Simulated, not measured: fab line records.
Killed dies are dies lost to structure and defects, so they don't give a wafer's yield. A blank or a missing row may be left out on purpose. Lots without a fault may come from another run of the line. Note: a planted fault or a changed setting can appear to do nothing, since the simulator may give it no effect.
Chamber matching + flow sky130 + SKY_CONTACT_CVD_00 on pecvd-01: 3 sister chambers
The step deposits Si3N4, target thk 75 nm. 14 wafers are shown with their chamber, then 7 later ones without.

## WAFERS PAIRED WITH THEIR CHAMBERS
| wafer  | chamber | heater_power_w (W) |
|--------|---------|--------------------|
| L396.2 | 1       | 817                |
| L396.4 | 1       | 804                |
| L396.5 | 0       | 721                |
| L400.1 | 0       | 814                |
| L400.2 | 2       | 637                |
| L400.3 | 1       | 736                |
| L403.1 | 0       | 775                |
| L403.4 | 1       | 772                |
| L403.6 | 2       | 710                |
| L412.3 | 0       | 676                |
| L412.5 | 2       | 742                |
| L412.6 | 0       | 701                |
| L413.1 | 2       | 731                |
| L413.5 | 0       | 699                |

SIGNATURES, as means of the wafers listed above
| reading        | chamber 0 | chamber 1 | chamber 2 | scatter within a chamber |
|----------------|-----------|-----------|-----------|--------------------------|
| heater_power_w | 731.00    | 782.25    | 705.00    | 47.2                     |
Rule: a wafer lies at a distance from a chamber equal to the root of the sum of squares, over the readings, of (its reading less the chamber's mean, divided by the reading's scatter). If the next closest chamber is less than 2 further off than the closest, the wafer can't be placed; otherwise it belongs to the closest. The scatter: the root of (the sum of the squares of (reading less its chamber's mean) over the shown wafers, divided by (wafers less chambers)).

## WAFERS WITH NO CHAMBER GIVEN
| wafer  | heater_power_w (W) |
|--------|--------------------|
| L413.6 | 787                |
| L416.1 | 846                |
| L416.3 | 606                |
| L416.4 | 618                |
| L417.1 | 743                |
| L417.5 | 788                |
| L417.6 | 647                |

## THE CHAMBER EACH PASSED THROUGH
| wafer  | from the rows above          | in truth |
|--------|------------------------------|----------|
| L413.6 | can't be placed: 1 or 0 or 2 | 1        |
| L416.1 | can't be placed: 1 or 0 or 2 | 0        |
| L416.3 | can't be placed: 2 or 0 or 1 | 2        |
| L416.4 | can't be placed: 2 or 0 or 1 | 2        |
| L417.1 | can't be placed: 0 or 2 or 1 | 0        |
| L417.5 | can't be placed: 1 or 0 or 2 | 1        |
| L417.6 | can't be placed: 2 or 0 or 1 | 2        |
Correctly placed: 0 of 7. Can't be placed from these rows: 7 (the true chamber is among the candidates in 7). 0 placed wrongly.
